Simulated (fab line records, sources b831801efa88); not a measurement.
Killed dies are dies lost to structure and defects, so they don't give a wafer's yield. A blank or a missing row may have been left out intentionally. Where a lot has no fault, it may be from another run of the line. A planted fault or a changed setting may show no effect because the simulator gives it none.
What tool caused it? || flow sky130 || 12 lots, 36 wafers sampled, at 5 steps of a route of 708

WHAT THE GAUGES READ, wafer by wafer
SKY_NWELL_THK_MEAS_02.
{"lot": "L265", "measured": "day 2 17:08", "on": "film metro-01", "NWELL_OXIDATION_THK (nm)": "9.97 9.75 9.88"}
{"lot": "L268", "measured": "day 3 04:27", "on": "film metro-03", "NWELL_OXIDATION_THK (nm)": "10.22 9.99 9.89"}
{"lot": "L269", "measured": "day 3 10:02", "on": "film metro-02", "NWELL_OXIDATION_THK (nm)": "9.74 9.84 9.88"}
{"lot": "L270", "measured": "day 3 15:15", "on": "film metro-02", "NWELL_OXIDATION_THK (nm)": "9.83 9.83 9.84"}
{"lot": "L271", "measured": "day 3 20:26", "on": "film metro-01", "NWELL_OXIDATION_THK (nm)": "10.09 9.88 9.96"}
{"lot": "L272", "measured": "day 4 01:24", "on": "film metro-03", "NWELL_OXIDATION_THK (nm)": "9.93 9.91 9.84"}
{"lot": "L273", "measured": "day 4 06:02", "on": "film metro-03", "NWELL_OXIDATION_THK (nm)": "9.67 9.72 9.62"}
{"lot": "L274", "measured": "day 4 11:40", "on": "film metro-01", "NWELL_OXIDATION_THK (nm)": "9.87 10.01 10.13"}
{"lot": "L276", "measured": "day 4 20:47", "on": "film metro-01", "NWELL_OXIDATION_THK (nm)": "9.98 9.93 9.89"}
{"lot": "L277", "measured": "day 5 02:25", "on": "film metro-01", "NWELL_OXIDATION_THK (nm)": "10.03 9.99 10.07"}
{"lot": "L278", "measured": "day 5 08:50", "on": "film metro-01", "NWELL_OXIDATION_THK (nm)": "9.82 9.76 9.84"}
{"lot": "L279", "measured": "day 5 12:02", "on": "film metro-01", "NWELL_OXIDATION_THK (nm)": "10.13 10.09 9.99"}

SKY_VT_ADJUST_NCORE_CD_MEAS_07 targets a cd of 380 nm.
{"lot": "L265", "measured": "day 8 21:02", "on": "cd sem-01", "cd nm (nm)": "379.1 377.4 375.8"}
{"lot": "L268", "measured": "day 9 10:49", "on": "cd sem-02", "cd nm (nm)": "377.8 377.7 376.5"}
{"lot": "L269", "measured": "day 9 17:33", "on": "cd sem-01", "cd nm (nm)": "376.8 376.2 377.2"}
{"lot": "L270", "measured": "day 10 02:22", "on": "cd sem-02", "cd nm (nm)": "377.4 376.3 375.7"}
{"lot": "L271", "measured": "day 10 07:51", "on": "cd sem-02", "cd nm (nm)": "380.8 381.9 381.5"}
{"lot": "L272", "measured": "day 10 13:54", "on": "cd sem-02", "cd nm (nm)": "379.8 380.7 382.2"}
{"lot": "L273", "measured": "day 10 18:34", "on": "cd sem-02", "cd nm (nm)": "381.8 380.2 381.8"}
{"lot": "L274", "measured": "day 11 04:15", "on": "cd sem-02", "cd nm (nm)": "380.2 381.6 381.4"}
{"lot": "L276", "measured": "day 11 15:44", "on": "cd sem-01", "cd nm (nm)": "385.6 384.3 385.8"}
{"lot": "L277", "measured": "day 12 01:27", "on": "cd sem-01", "cd nm (nm)": "380.8 380.8 380.6"}
{"lot": "L278", "measured": "day 12 10:21", "on": "cd sem-02", "cd nm (nm)": "381.8 380.9 380.2"}
{"lot": "L279", "measured": "day 12 12:59", "on": "cd sem-01", "cd nm (nm)": "378.9 376.8 377.5"}

SKY_VT_ADJUST_HVTR_TW_MEAS_11.
{"lot": "L265", "measured": "day 9 18:59", "on": "film metro-01", "VT_ADJUST_HVTR_TW": "211.1 211.2 211.8"}
{"lot": "L268", "measured": "day 10 08:21", "on": "film metro-02", "VT_ADJUST_HVTR_TW": "212.8 211.8 212.4"}
{"lot": "L269", "measured": "day 10 15:29", "on": "film metro-03", "VT_ADJUST_HVTR_TW": "216.5 215.6 216.4"}
{"lot": "L270", "measured": "day 10 23:45", "on": "film metro-03", "VT_ADJUST_HVTR_TW": "215.5 215.1 214.5"}
{"lot": "L271", "measured": "day 11 06:18", "on": "film metro-03", "VT_ADJUST_HVTR_TW": "214.4 213.9 214.5"}
{"lot": "L272", "measured": "day 11 13:00", "on": "film metro-01", "VT_ADJUST_HVTR_TW": "211.9 211.6 210.9"}
{"lot": "L273", "measured": "day 11 18:04", "on": "film metro-01", "VT_ADJUST_HVTR_TW": "212.2 212.3 210.5"}
{"lot": "L274", "measured": "day 12 03:54", "on": "film metro-02", "VT_ADJUST_HVTR_TW": "211.8 212.4 211.7"}
{"lot": "L276", "measured": "day 12 15:39", "on": "film metro-03", "VT_ADJUST_HVTR_TW": "312.2 312.7 311.6"}
{"lot": "L277", "measured": "day 13 02:12", "on": "film metro-02", "VT_ADJUST_HVTR_TW": "306.7 306.1 305.8"}
{"lot": "L278", "measured": "day 13 11:05", "on": "film metro-03", "VT_ADJUST_HVTR_TW": "312.8 314.1 312.1"}
{"lot": "L279", "measured": "day 13 14:47", "on": "film metro-03", "VT_ADJUST_HVTR_TW": "313.6 311.3 312.9"}

EACH LOT AND THE TOOL THAT RAN IT (in order: tool; ch and the chambers of the sampled wafers; start)
{"lot": "L265", "SKY_FIELD_ISO_ETCH_14": "rie diel-03 ch 0,3, day 2 04:04", "SKY_VT_ADJUST_HVTR_IMPLANT_09": "implanter-02 ch 0, day 9 18:46"}
{"lot": "L268", "SKY_FIELD_ISO_ETCH_14": "rie diel-03 ch 0,1, day 2 20:43", "SKY_VT_ADJUST_HVTR_IMPLANT_09": "implanter-03 ch 0, day 10 08:07"}
{"lot": "L269", "SKY_FIELD_ISO_ETCH_14": "rie diel-03 ch 1,2,3, day 3 03:10", "SKY_VT_ADJUST_HVTR_IMPLANT_09": "implanter-03 ch 0, day 10 15:14"}
{"lot": "L270", "SKY_FIELD_ISO_ETCH_14": "rie diel-03 ch 0,1,2, day 3 08:52", "SKY_VT_ADJUST_HVTR_IMPLANT_09": "implanter-02 ch 0, day 10 23:31"}
{"lot": "L271", "SKY_FIELD_ISO_ETCH_14": "rie diel-04 ch 2,3, day 3 14:39", "SKY_VT_ADJUST_HVTR_IMPLANT_09": "implanter-03 ch 0, day 11 06:03"}
{"lot": "L272", "SKY_FIELD_ISO_ETCH_14": "rie diel-01 ch 2,3, day 3 18:33", "SKY_VT_ADJUST_HVTR_IMPLANT_09": "implanter-04 ch 0, day 11 12:45"}
{"lot": "L273", "SKY_FIELD_ISO_ETCH_14": "rie diel-01 ch 2,3, day 3 22:28", "SKY_VT_ADJUST_HVTR_IMPLANT_09": "implanter-02 ch 0, day 11 17:50"}
{"lot": "L274", "SKY_FIELD_ISO_ETCH_14": "rie diel-04 ch 1,2,3, day 4 03:25", "SKY_VT_ADJUST_HVTR_IMPLANT_09": "implanter-04 ch 0, day 12 03:39"}
{"lot": "L276", "SKY_FIELD_ISO_ETCH_14": "rie diel-01 ch 0,3, day 4 14:07", "SKY_VT_ADJUST_HVTR_IMPLANT_09": "implanter-02 ch 0, day 12 15:24"}
{"lot": "L277", "SKY_FIELD_ISO_ETCH_14": "rie diel-03 ch 0,1,2, day 4 18:43", "SKY_VT_ADJUST_HVTR_IMPLANT_09": "implanter-02 ch 0, day 13 01:57"}
{"lot": "L278", "SKY_FIELD_ISO_ETCH_14": "rie diel-04 ch 0,3, day 5 00:49", "SKY_VT_ADJUST_HVTR_IMPLANT_09": "implanter-02 ch 0, day 13 10:50"}
{"lot": "L279", "SKY_FIELD_ISO_ETCH_14": "rie diel-03 ch 0,1, day 5 05:57", "SKY_VT_ADJUST_HVTR_IMPLANT_09": "implanter-02 ch 0, day 13 14:32"}
- SKY_FIELD_ISO_ETCH_14: etches BARC in N2/H2, stops on SiO2, time 45.9 s, target depth 60 nm.
- SKY_VT_ADJUST_HVTR_IMPLANT_09

WHAT THE TOOLS THEMSELVES READ (means of the sampled wafers that have a number; where no wafer has one, the mark that the record gives instead)
SKY_FIELD_ISO_ETCH_14.
{"lot": "L265", "tool": "rie diel-03", "drypump motor current A (A)": 6.0, "n2 flow sccm (sccm)": 100.0, "oes product au (a.u.)": 0.851, "throttle valve pct (%)": 13.220}
{"lot": "L268", "tool": "rie diel-03", "drypump motor current A (A)": 6.5, "n2 flow sccm (sccm)": 99.9, "oes product au (a.u.)": 0.853, "throttle valve pct (%)": 13.219}
{"lot": "L269", "tool": "rie diel-03", "drypump motor current A (A)": 6.0, "n2 flow sccm (sccm)": 100.1, "oes product au (a.u.)": 0.851, "throttle valve pct (%)": 13.224}
{"lot": "L270", "tool": "rie diel-03", "drypump motor current A (A)": 6.3, "n2 flow sccm (sccm)": 99.8, "oes product au (a.u.)": 0.855, "throttle valve pct (%)": 13.215}
{"lot": "L271", "tool": "rie diel-04", "drypump motor current A (A)": 5.5, "n2 flow sccm (sccm)": 100.0, "oes product au (a.u.)": 0.861, "throttle valve pct (%)": 13.220}
{"lot": "L272", "tool": "rie diel-01", "drypump motor current A (A)": 5.9, "n2 flow sccm (sccm)": 100.3, "oes product au (a.u.)": 0.855, "throttle valve pct (%)": 13.221}
{"lot": "L273", "tool": "rie diel-01", "drypump motor current A (A)": 6.0, "n2 flow sccm (sccm)": 99.9, "oes product au (a.u.)": 0.853, "throttle valve pct (%)": 13.224}
{"lot": "L274", "tool": "rie diel-04", "drypump motor current A (A)": 5.4, "n2 flow sccm (sccm)": 100.0, "oes product au (a.u.)": 0.851, "throttle valve pct (%)": 13.219}
{"lot": "L276", "tool": "rie diel-01", "drypump motor current A (A)": 5.9, "n2 flow sccm (sccm)": 100.0, "oes product au (a.u.)": 0.855, "throttle valve pct (%)": 13.219}
{"lot": "L277", "tool": "rie diel-03", "drypump motor current A (A)": 6.3, "n2 flow sccm (sccm)": 99.9, "oes product au (a.u.)": 0.853, "throttle valve pct (%)": 13.218}
{"lot": "L278", "tool": "rie diel-04", "drypump motor current A (A)": 5.3, "n2 flow sccm (sccm)": 100.4, "oes product au (a.u.)": 0.855, "throttle valve pct (%)": 13.227}
{"lot": "L279", "tool": "rie diel-03", "drypump motor current A (A)": 6.4, "n2 flow sccm (sccm)": 100.0, "oes product au (a.u.)": 0.856, "throttle valve pct (%)": 13.217}

THE ANSWER, worked out from the rows above alone
Rule: the lots themselves supply what counts as usual. Put in order of their means at a reading, lots are off if they are a third of the lots or fewer, leave a main group of 4 or more, and stand apart from it by a gap of 3 or more times the standard deviation of the main group's means; of several such gaps the widest counts. A main group whose means are all the same, to the digits that the tables above print for the reading, isn't used. A lot without any number at a reading at which 4 lots or more have one is off too. The other lots that the step has rows for count as sound. Order of review: gauges by route order, followed by the tools' own readings, for which a lot's mean as printed above is used. At the first step where some lot is off, the reading lying furthest off is the one used; lots without a number count as furthest.
Off: at SKY_VT_ADJUST_HVTR_TW_MEAS_11 (VT_ADJUST_HVTR_TW), L276, L277, L278, L279. The main group has a mean of 213.0 with a standard deviation of 1.7.
If a tool, at a process step before that reading, ran all the lots that are off and no sound lot after the first of them, it fits. The gauges at SKY_VT_ADJUST_HVTR_TW_MEAS_11 are tried like those tools. One candidate fits, namely implanter-02 at SKY_VT_ADJUST_HVTR_IMPLANT_09. Its last sound lot is L273 (day 11 17:50), its first lot that is off L276 (day 12 15:24): a fault that began between those two fits.

WHAT THE SIMULATOR PUT IN
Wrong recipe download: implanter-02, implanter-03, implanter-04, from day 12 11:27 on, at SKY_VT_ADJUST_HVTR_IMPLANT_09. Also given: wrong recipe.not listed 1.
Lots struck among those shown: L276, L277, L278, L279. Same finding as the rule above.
